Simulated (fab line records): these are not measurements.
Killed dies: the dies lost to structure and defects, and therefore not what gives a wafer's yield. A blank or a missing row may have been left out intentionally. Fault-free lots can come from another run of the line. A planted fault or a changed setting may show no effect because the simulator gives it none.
A struck lot beside a sound one    flow sky130    18 out of 708 route steps
Sound: the wafers L401.1, L401.3, L401.5. Wafers struck: L410.1, L410.4, L410.5. Last of all comes the cause.
Each step with rows lists, per side, the tool, then ch with its chambers, then its first start. Under that, the readings that differ: sound wafers    struck wafers    difference of the means    sigmas: that difference in standard deviations of wafers without a fault.
alike: words and numbers the same on both sides, and readings whose means are apart by under 2 such deviations; not compared: readings that were withheld, readings missing a value for some wafer, numbers with overlapping values and no deviation given by the record, and bounds like >300 which may hide the same value.
The two part at a step that has a row with sigmas, a row that says differs or no value, or rows on one side only. When numbers do not overlap yet have no deviation, they are printed without sigmas and do not part them. A reading missing from all wafers of one side parts the sides only when that side holds two or more wafers.

first, 3 steps without rows for these wafers: SKY_POLY_CUT_EXPOSE_05 (exposes mask NPCM, target cd 270 nm); SKY_POLY_CUT_PEB_06; SKY_POLY_CUT_DEVELOP_07 (develop time 60 s).
SKY_POLY_CUT_CD_MEAS_08 targets a cd of 270 nm.
  sound on cd-sem-02 at day 27 01:16; struck on cd-sem-01 at day 30 00:52
  alike: cd-nm
SKY_POLY_CUT_OVL_MEAS_09:
  sound on overlay-01 at day 27 01:23; struck on overlay-01 at day 30 00:59
  alike: POLY_CUT_OVL
SKY_POLY_CUT_ETCH_10: etches BARC in N2/H2, stops on SiO2, time 45.9 s, target depth 60 nm.
  sound on rie-diel-03 ch 0,1, day 27 01:25; struck on rie-diel-03 ch 0,1,2, day 30 01:01
  alike: drypump-motor-current-A, h2-flow-sccm, oes-product-au, rf-fwd-power-W, throttle-valve-pct
  not compared: rf-hours-counter-h
SKY_POLY_CUT_ETCH_11: etches Si3N4 in CF4/CH2F2/Ar, stops on poly-Si, time 42.5 s, target depth 60 nm.
  sound on rie-diel-03 ch 0,1, day 27 01:28; struck on rie-diel-03 ch 0,1,2, day 30 01:04
  alike: cf4-flow-sccm, ch2f2-flow-sccm, drypump-motor-current-A, oes-product-au, rf-fwd-power-W, throttle-valve-pct
  not compared: rf-hours-counter-h
SKY_POLY_CUT_STRIP_12: strips in O2/N2.
  sound on plasma-asher-03 ch 0,1, day 27 01:31; struck on plasma-asher-04 ch 0, day 30 01:07
  alike: drypump-motor-current-A, o2-flow-sccm, oes-product-au, strip-time-to-endpoint-s
  not compared: rf-hours-counter-h
then, 4 steps without rows for these wafers: SKY_SD_P_DEHYDRATE_00 (time 60 s); SKY_SD_P_HMDS_01 (prime time 60 s); SKY_SD_P_COAT_02 (resist thk 1140 nm); SKY_SD_P_SOFTBAKE_03 (time 60 s).
SKY_SD_P_EXPOSE_04: exposes mask PSDM, target cd 380 nm.
  sound on iline-stepper-02 ch 0, day 27 15:19; struck on iline-stepper-02 ch 0, day 30 14:28
reading                       sound                    struck             difference  sigmas
model.SD_P.overlay-x-nm (nm)  -0.8034 -0.8034 -0.8034  57.04 57.04 57.04  +57.84      
  alike: mask
then, 2 steps without rows for these wafers: SKY_SD_P_PEB_05; SKY_SD_P_DEVELOP_06 (develop time 60 s).
SKY_SD_P_CD_MEAS_07 targets a cd of 380 nm.
  sound on cd-sem-02 at day 28 04:51; struck on cd-sem-02 at day 31 03:47
  alike: cd-nm
SKY_SD_P_OVL_MEAS_08:
  sound on overlay-01 at day 28 04:58; struck on overlay-01 at day 31 04:07
reading        sound           struck          difference  sigmas
SD_P_OVL (nm)  -1.7 -2.3 -1.1  60.6 58.7 57.9  +60.8       +38
  not compared: hold
SKY_PAD_OPEN_PROBE_99:
  sound wafers here have rows in the record (prober-02, day 47 17:18); struck ones have none

== WHERE THEY PART ==
Earliest at SKY_SD_P_OVL_MEAS_08; latest, in this record, at SKY_PAD_OPEN_PROBE_99.

WHY: what the simulator had put in
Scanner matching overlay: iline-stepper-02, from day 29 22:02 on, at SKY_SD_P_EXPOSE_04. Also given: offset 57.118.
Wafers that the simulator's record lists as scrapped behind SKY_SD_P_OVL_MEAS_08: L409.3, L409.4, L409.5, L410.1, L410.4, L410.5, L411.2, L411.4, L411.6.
